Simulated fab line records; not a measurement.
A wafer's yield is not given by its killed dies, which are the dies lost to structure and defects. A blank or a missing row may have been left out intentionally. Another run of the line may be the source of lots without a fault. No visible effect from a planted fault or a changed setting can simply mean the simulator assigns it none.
fab line records / flow sky130 / part 2 of 2: steps 30 to 42 of 42
record lots=5 wafers=15 last-day=49
route steps=708 shown LDD_N@240 LDD_P@255 LDD_HVN@267 LDD_HVP@278
lots that met no fault: from a run of the same line without faults
start-h: hours from the record's first day to the start of the lot's first wafer shown / wait-h: hours since the lot's step before / " identical to the entry in the row above / L1.1+2: a single row standing in for several wafers / - no value, or no start given / * or withheld: withheld / < > ~ a bound
route shown NAME@n: a module of which the file shows steps, and the number in the route of the first / usual: average and standard deviation across the fault-free wafers / same: alike in all rows / chamber/n: place in a boat / sites: the reading at each site / _std_site: the standard deviation of these / _edge_site: inner sites' mean taken away from outer sites' mean / radius-mm: how far each site lies from the wafer's centre / mask NAME#n: copy n / behind: the most recent tool/chamber to have shaped the wafer / hold: why the lot went on hold/how many hours it stayed there/how the hold came to an end / device: the transistor (n, p or np) that didn't switch / end of line: the tests these same wafers got at the end of their route / a step with no rows: only its recipe / killed: dies lost to structure and defects at the first sort, not the wafer's yield / map: a wafer's dies, marking killed ones x, the rest . and places with no die _
set.NAME: the run value of the setting; set.NAME@STEP: its run value at that earlier step / model.NAME: the simulator's own value behind a step, which no gauge read
lots at selected steps of the route; one table per step, one row per wafer
services: when a tool's chamber went out of use (start-h, in hours from the record's first day, below 0 if earlier), for how many hours, and the reason
## steps
# step SKY_LDD_HVN_COAT_02
# recipe resist=NOVOLAK spin-rpm=3000 resist-thk-nm=300
lot.wafer=L079.2+3+4 tool=litho-track-03 chamber=0 start-h=504.66 wait-h=0.1
lot.wafer=L080.1+3+5 tool=litho-track-04 chamber=0 start-h=504.76 wait-h=0.1
lot.wafer=L085.2+5+6 tool=litho-track-04 chamber=0 start-h=550.38 wait-h=0.1
lot.wafer=L087.1+3+4 tool=litho-track-04 chamber=0 start-h=574.66 wait-h=0.1
lot.wafer=L095.1+3+6 tool=litho-track-04 chamber=0 start-h=619.26 wait-h=0.1
# step SKY_LDD_HVN_SOFTBAKE_03
# recipe temp-c=90 time-s=60 resist=NOVOLAK
lot.wafer=L079.2+3+4 tool=litho-track-03 chamber=0 start-h=504.81 wait-h=0.1
lot.wafer=L080.1+3+5 tool=litho-track-04 chamber=0 start-h=504.91 wait-h=0.1
lot.wafer=L085.2+5+6 tool=litho-track-04 chamber=0 start-h=550.53 wait-h=0.1
lot.wafer=L087.1+3+4 tool=litho-track-04 chamber=0 start-h=574.81 wait-h=0.1
lot.wafer=L095.1+3+6 tool=litho-track-04 chamber=0 start-h=619.41 wait-h=0.1
# step SKY_LDD_HVN_EXPOSE_04
# recipe mask-id=HVNTM na=0.6 source-shape=conventional sigma-outer=0.6 polarization=unpolarized target-cd-nm=700 dose-mj=127
lot.wafer=L079.2+3+4 tool=iline-stepper-01 chamber=0 start-h=- wait-h=- mask=HVNTM#0
lot.wafer=L080.1+3+5 tool=iline-stepper-02 chamber=0 start-h=- wait-h=- mask=HVNTM#0
lot.wafer=L085.2+5+6 tool=iline-stepper-02 chamber=0 start-h=- wait-h=- mask=HVNTM#0
lot.wafer=L087.1+3+4 tool=iline-stepper-02 chamber=0 start-h=- wait-h=- mask=HVNTM#0
lot.wafer=L095.1+3+6 tool=iline-stepper-02 chamber=0 start-h=- wait-h=- mask=HVNTM#0
# step SKY_LDD_HVN_PEB_05
# recipe temp-c=withheld time-s=* resist=NOVOLAK
lot.wafer=L079.2+3+4 tool=litho-track-03 chamber=0 start-h=- wait-h=-
lot.wafer=L080.1+3+5 tool=litho-track-03 chamber=0 start-h=- wait-h=-
lot.wafer=L085.2+5+6 tool=litho-track-03 chamber=0 start-h=- wait-h=-
lot.wafer=L087.1+3+4 tool=litho-track-02 chamber=0 start-h=- wait-h=-
lot.wafer=L095.1+3+6 tool=litho-track-03 chamber=0 start-h=- wait-h=-
# step SKY_LDD_HVN_DEVELOP_06
# recipe resist=NOVOLAK developer=TMAH develop-time-s=60 dev-temp-c=23
lot.wafer=L079.2+3+4 tool=litho-track-03 chamber=0 start-h=519.71 wait-h=0.1
lot.wafer=L080.1+3+5 tool=litho-track-03 chamber=0 start-h=519.99 wait-h=0.1
lot.wafer=L085.2+5+6 tool=litho-track-03 chamber=0 start-h=565.36 wait-h=0.1
lot.wafer=L087.1+3+4 tool=litho-track-02 chamber=0 start-h=588.55 wait-h=0.1
lot.wafer=L095.1+3+6 tool=litho-track-03 chamber=0 start-h=634.09 wait-h=0.1
# step SKY_LDD_HVN_OVL_MEAS_07
# usual LDD_HVN_OVL=-0.9/1.4
lot.wafer=L079.2 tool=overlay-02 chamber=- start-h=519.84 wait-h=0.1 LDD_HVN_OVL[nm]=0.3
lot.wafer=L079.3 tool=overlay-02 chamber=- start-h=519.84 wait-h=0.1 LDD_HVN_OVL[nm]=0.5
lot.wafer=L079.4 tool=overlay-02 chamber=- start-h=519.84 wait-h=0.1 LDD_HVN_OVL[nm]=-0.5
lot.wafer=L080.1 tool=overlay-02 chamber=- start-h=520.14 wait-h=0.1 LDD_HVN_OVL[nm]=3.0
lot.wafer=L080.3 tool=overlay-02 chamber=- start-h=520.14 wait-h=0.1 LDD_HVN_OVL[nm]=1.0
lot.wafer=L080.5 tool=overlay-02 chamber=- start-h=520.14 wait-h=0.1 LDD_HVN_OVL[nm]=1.9
lot.wafer=L085.2 tool=overlay-01 chamber=- start-h=565.49 wait-h=0.1 LDD_HVN_OVL[nm]=-0.3
lot.wafer=L085.5 tool=overlay-01 chamber=- start-h=565.49 wait-h=0.1 LDD_HVN_OVL[nm]=-1.4
lot.wafer=L085.6 tool=overlay-01 chamber=- start-h=565.49 wait-h=0.1 LDD_HVN_OVL[nm]=-1.2
lot.wafer=L087.1 tool=overlay-01 chamber=- start-h=588.70 wait-h=0.1 LDD_HVN_OVL[nm]=-3.0
lot.wafer=L087.3 tool=overlay-01 chamber=- start-h=588.70 wait-h=0.1 LDD_HVN_OVL[nm]=-3.5
lot.wafer=L087.4 tool=overlay-01 chamber=- start-h=588.70 wait-h=0.1 LDD_HVN_OVL[nm]=-4.0
lot.wafer=L095.1 tool=overlay-01 chamber=- start-h=634.24 wait-h=0.1 LDD_HVN_OVL[nm]=-1.4
lot.wafer=L095.3 tool=overlay-01 chamber=- start-h=634.24 wait-h=0.1 LDD_HVN_OVL[nm]=-1.1
lot.wafer=L095.6 tool=overlay-01 chamber=- start-h=634.24 wait-h=0.1 LDD_HVN_OVL[nm]=-1.5
# step SKY_LDD_HVN_IMPLANT_08
# recipe species=P energy-kev=60 dose-cm2=3.035e+13 tilt-deg=40
# usual beam-energy-keV=60.004/0.018 beam-on-s=10.01/0.21 tilt-deg=39.997/0.021
lot.wafer=L079.2 tool=implanter-02 chamber=0 start-h=519.90 wait-h=0.0 beam-energy-keV=60.002 beam-on-s=10.23 tilt-deg=39.990
lot.wafer=L079.3 tool=implanter-02 chamber=0 start-h=519.90 wait-h=0.0 beam-energy-keV=60.001 beam-on-s=9.84 tilt-deg=39.983
lot.wafer=L079.4 tool=implanter-02 chamber=0 start-h=519.90 wait-h=0.0 beam-energy-keV=60.008 beam-on-s=9.68 tilt-deg=39.993
lot.wafer=L080.1 tool=implanter-01 chamber=0 start-h=520.17 wait-h=0.0 beam-energy-keV=60.007 beam-on-s=10.04 tilt-deg=39.983
lot.wafer=L080.3 tool=implanter-01 chamber=0 start-h=520.17 wait-h=0.0 beam-energy-keV=59.998 beam-on-s=10.08 tilt-deg=40.020
lot.wafer=L080.5 tool=implanter-01 chamber=0 start-h=520.17 wait-h=0.0 beam-energy-keV=59.986 beam-on-s=9.97 tilt-deg=40.009
lot.wafer=L085.2 tool=implanter-02 chamber=0 start-h=565.55 wait-h=0.0 beam-energy-keV=60.003 beam-on-s=9.56 tilt-deg=40.022
lot.wafer=L085.5 tool=implanter-02 chamber=0 start-h=565.55 wait-h=0.0 beam-energy-keV=60.030 beam-on-s=9.92 tilt-deg=40.013
lot.wafer=L085.6 tool=implanter-02 chamber=0 start-h=565.55 wait-h=0.0 beam-energy-keV=60.002 beam-on-s=10.10 tilt-deg=40.010
lot.wafer=L087.1 tool=implanter-01 chamber=0 start-h=588.74 wait-h=0.0 beam-energy-keV=59.989 beam-on-s=10.05 tilt-deg=40.008
lot.wafer=L087.3 tool=implanter-01 chamber=0 start-h=588.74 wait-h=0.0 beam-energy-keV=60.009 beam-on-s=10.04 tilt-deg=39.974
lot.wafer=L087.4 tool=implanter-01 chamber=0 start-h=588.74 wait-h=0.0 beam-energy-keV=60.000 beam-on-s=10.12 tilt-deg=39.997
lot.wafer=L095.1 tool=implanter-01 chamber=0 start-h=634.27 wait-h=0.0 beam-energy-keV=59.985 beam-on-s=10.02 tilt-deg=39.995
lot.wafer=L095.3 tool=implanter-01 chamber=0 start-h=634.27 wait-h=0.0 beam-energy-keV=59.969 beam-on-s=10.13 tilt-deg=39.991
lot.wafer=L095.6 tool=implanter-01 chamber=0 start-h=634.27 wait-h=0.0 beam-energy-keV=59.999 beam-on-s=10.08 tilt-deg=39.922
# step SKY_LDD_HVN_STRIP_09
# recipe chemistry=O2/N2 power-w=1400 pressure-mtorr=1500 platen-temp-c=withheld o2-flow-sccm=3000 n2-flow-sccm=300 overash-fraction=0.5
# usual drypump-motor-current-A=5.5/0.45 oes-product-au=0.408/0.0041 strip-time-to-endpoint-s=4.134/0.013
lot.wafer=L079.2 tool=plasma-asher-03 chamber=0 start-h=520.02 wait-h=0.1 drypump-motor-current-A=5.8 oes-product-au=0.396 rf-hours-counter-h=9 strip-time-to-endpoint-s=4.131
lot.wafer=L079.3 tool=plasma-asher-03 chamber=1 start-h=520.02 wait-h=0.1 drypump-motor-current-A=6.0 oes-product-au=0.404 rf-hours-counter-h=- strip-time-to-endpoint-s=4.143
lot.wafer=L079.4 tool=plasma-asher-03 chamber=0 start-h=520.02 wait-h=0.1 drypump-motor-current-A=5.8 oes-product-au=0.407 rf-hours-counter-h=- strip-time-to-endpoint-s=4.119
lot.wafer=L080.1 tool=plasma-asher-04 chamber=0 start-h=520.32 wait-h=0.1 drypump-motor-current-A=4.9 oes-product-au=0.409 rf-hours-counter-h=70 strip-time-to-endpoint-s=4.151
lot.wafer=L080.3 tool=plasma-asher-04 chamber=0 start-h=520.32 wait-h=0.1 drypump-motor-current-A=5.0 oes-product-au=0.412 rf-hours-counter-h=- strip-time-to-endpoint-s=4.141
lot.wafer=L080.5 tool=plasma-asher-04 chamber=1 start-h=520.32 wait-h=0.1 drypump-motor-current-A=5.9 oes-product-au=0.407 rf-hours-counter-h=- strip-time-to-endpoint-s=4.158
lot.wafer=L085.2 tool=plasma-asher-02 chamber=0 start-h=565.67 wait-h=0.1 drypump-motor-current-A=5.0 oes-product-au=0.410 rf-hours-counter-h=90 strip-time-to-endpoint-s=4.150
lot.wafer=L085.5 tool=plasma-asher-02 chamber=1 start-h=565.67 wait-h=0.1 drypump-motor-current-A=4.9 oes-product-au=0.409 rf-hours-counter-h=- strip-time-to-endpoint-s=4.132
lot.wafer=L085.6 tool=plasma-asher-02 chamber=0 start-h=565.67 wait-h=0.1 drypump-motor-current-A=5.0 oes-product-au=0.413 rf-hours-counter-h=- strip-time-to-endpoint-s=4.129
lot.wafer=L087.1 tool=plasma-asher-04 chamber=0 start-h=588.89 wait-h=0.1 drypump-motor-current-A=5.0 oes-product-au=0.407 rf-hours-counter-h=77 strip-time-to-endpoint-s=4.137
lot.wafer=L087.3 tool=plasma-asher-04 chamber=1 start-h=588.89 wait-h=0.1 drypump-motor-current-A=5.9 oes-product-au=0.405 rf-hours-counter-h=- strip-time-to-endpoint-s=4.140
lot.wafer=L087.4 tool=plasma-asher-04 chamber=0 start-h=588.89 wait-h=0.1 drypump-motor-current-A=5.0 oes-product-au=0.407 rf-hours-counter-h=- strip-time-to-endpoint-s=4.121
lot.wafer=L095.1 tool=plasma-asher-02 chamber=1 start-h=634.42 wait-h=0.1 drypump-motor-current-A=5.0 oes-product-au=0.409 rf-hours-counter-h=96 strip-time-to-endpoint-s=4.139
lot.wafer=L095.3 tool=plasma-asher-02 chamber=0 start-h=634.42 wait-h=0.1 drypump-motor-current-A=5.0 oes-product-au=0.408 rf-hours-counter-h=- strip-time-to-endpoint-s=4.143
lot.wafer=L095.6 tool=plasma-asher-02 chamber=1 start-h=634.42 wait-h=0.1 drypump-motor-current-A=4.9 oes-product-au=0.410 rf-hours-counter-h=- strip-time-to-endpoint-s=4.128
# step SKY_LDD_HVN_TW_MEAS_10
# usual LDD_HVN_TW=1442/24
lot.wafer=L079.2 tool=film-metro-03 chamber=- start-h=520.13 wait-h=0.1 LDD_HVN_TW=1458
lot.wafer=L079.3 tool=film-metro-03 chamber=- start-h=520.13 wait-h=0.1 LDD_HVN_TW=1465
lot.wafer=L079.4 tool=film-metro-03 chamber=- start-h=520.13 wait-h=0.1 LDD_HVN_TW=1465
lot.wafer=L080.1 tool=film-metro-03 chamber=- start-h=520.42 wait-h=0.1 LDD_HVN_TW=1471
lot.wafer=L080.3 tool=film-metro-03 chamber=- start-h=520.42 wait-h=0.1 LDD_HVN_TW=1457
lot.wafer=L080.5 tool=film-metro-03 chamber=- start-h=520.42 wait-h=0.1 LDD_HVN_TW=1475
lot.wafer=L085.2 tool=film-metro-03 chamber=- start-h=565.78 wait-h=0.1 LDD_HVN_TW=1480
lot.wafer=L085.5 tool=film-metro-03 chamber=- start-h=565.78 wait-h=0.1 LDD_HVN_TW=1470
lot.wafer=L085.6 tool=film-metro-03 chamber=- start-h=565.78 wait-h=0.1 LDD_HVN_TW=1472
lot.wafer=L087.1 tool=film-metro-03 chamber=- start-h=588.99 wait-h=0.1 LDD_HVN_TW=1463
lot.wafer=L087.3 tool=film-metro-03 chamber=- start-h=588.99 wait-h=0.1 LDD_HVN_TW=1460
lot.wafer=L087.4 tool=film-metro-03 chamber=- start-h=588.99 wait-h=0.1 LDD_HVN_TW=1465
lot.wafer=L095.1 tool=film-metro-03 chamber=- start-h=634.52 wait-h=0.1 LDD_HVN_TW=1471
lot.wafer=L095.3 tool=film-metro-03 chamber=- start-h=634.52 wait-h=0.1 LDD_HVN_TW=1464
lot.wafer=L095.6 tool=film-metro-03 chamber=- start-h=634.52 wait-h=0.1 LDD_HVN_TW=1466
# step SKY_LDD_HVP_DEHYDRATE_00
# recipe temp-c=200 time-s=60
lot.wafer=L079.2+3+4 tool=litho-track-02 chamber=0 start-h=534.73 wait-h=14.6
lot.wafer=L080.1+3+5 tool=litho-track-01 chamber=0 start-h=534.83 wait-h=14.4
lot.wafer=L085.2+5+6 tool=litho-track-02 chamber=0 start-h=579.77 wait-h=14.0
lot.wafer=L087.1+3+4 tool=litho-track-02 chamber=0 start-h=603.65 wait-h=14.7
lot.wafer=L095.1+3+6 tool=litho-track-03 chamber=0 start-h=647.64 wait-h=13.1
# step SKY_LDD_HVP_HMDS_01
# recipe prime-time-s=60 prime-temp-c=120
lot.wafer=L079.2+3+4 tool=litho-track-02 chamber=0 start-h=534.88 wait-h=0.1
lot.wafer=L080.1+3+5 tool=litho-track-01 chamber=0 start-h=534.98 wait-h=0.1
lot.wafer=L085.2+5+6 tool=litho-track-02 chamber=0 start-h=579.92 wait-h=0.1
lot.wafer=L087.1+3+4 tool=litho-track-02 chamber=0 start-h=603.80 wait-h=0.1
lot.wafer=L095.1+3+6 tool=litho-track-03 chamber=0 start-h=647.79 wait-h=0.1
# step SKY_LDD_HVP_COAT_02
# recipe resist=NOVOLAK spin-rpm=3000 resist-thk-nm=300
lot.wafer=L079.2+3+4 tool=litho-track-02 chamber=0 start-h=535.03 wait-h=0.1
lot.wafer=L080.1+3+5 tool=litho-track-01 chamber=0 start-h=535.13 wait-h=0.1
lot.wafer=L085.2+5+6 tool=litho-track-02 chamber=0 start-h=580.07 wait-h=0.1
lot.wafer=L087.1+3+4 tool=litho-track-02 chamber=0 start-h=603.95 wait-h=0.1
lot.wafer=L095.1+3+6 tool=litho-track-03 chamber=0 start-h=647.94 wait-h=0.1
# step SKY_LDD_HVP_SOFTBAKE_03
# recipe temp-c=90 time-s=60 resist=NOVOLAK
lot.wafer=L079.2+3+4 tool=litho-track-02 chamber=0 start-h=535.18 wait-h=0.1
lot.wafer=L080.1+3+5 tool=litho-track-01 chamber=0 start-h=535.28 wait-h=0.1
lot.wafer=L085.2+5+6 tool=litho-track-02 chamber=0 start-h=580.22 wait-h=0.1
lot.wafer=L087.1+3+4 tool=litho-track-02 chamber=0 start-h=604.10 wait-h=0.1
lot.wafer=L095.1+3+6 tool=litho-track-03 chamber=0 start-h=648.09 wait-h=0.1
## services
tool=plasma-asher-03 chamber=- start-h=421.25 hours=9.0 kind=pm
tool=implanter-04 chamber=- start-h=432.14 hours=2.2 kind=repair
tool=implanter-03 chamber=- start-h=434.52 hours=0.9 kind=repair
tool=plasma-asher-02 chamber=- start-h=450.08 hours=9.2 kind=repair
tool=implanter-01 chamber=- start-h=467.91 hours=3.4 kind=pm
tool=implanter-02 chamber=- start-h=472.74 hours=2.0 kind=repair
tool=implanter-03 chamber=- start-h=486.14 hours=2.0 kind=repair
tool=implanter-02 chamber=- start-h=486.66 hours=2.1 kind=pm
tool=iline-stepper-02 chamber=- start-h=487.52 hours=1.7 kind=pm
tool=iline-stepper-02 chamber=- start-h=494.52 hours=0.6 kind=repair
tool=implanter-01 chamber=- start-h=500.76 hours=0.9 kind=repair
tool=implanter-03 chamber=- start-h=506.87 hours=3.0 kind=repair
tool=implanter-01 chamber=- start-h=512.18 hours=5.8 kind=repair
tool=implanter-04 chamber=- start-h=521.01 hours=0.5 kind=repair
tool=implanter-02 chamber=- start-h=548.05 hours=1.2 kind=repair
tool=iline-stepper-01 chamber=- start-h=548.74 hours=2.1 kind=pm
tool=iline-stepper-01 chamber=- start-h=569.69 hours=1.7 kind=pm
tool=implanter-02 chamber=- start-h=604.16 hours=1.7 kind=repair
tool=plasma-asher-02 chamber=- start-h=610.52 hours=5.1 kind=repair
tool=implanter-02 chamber=- start-h=618.49 hours=4.6 kind=pm
tool=plasma-asher-03 chamber=- start-h=638.66 hours=2.8 kind=pm
tool=implanter-02 chamber=- start-h=639.01 hours=24.4 kind=pm
tool=plasma-asher-02 chamber=- start-h=639.31 hours=1.4 kind=repair
tool=implanter-04 chamber=- start-h=640.16 hours=1.8 kind=repair
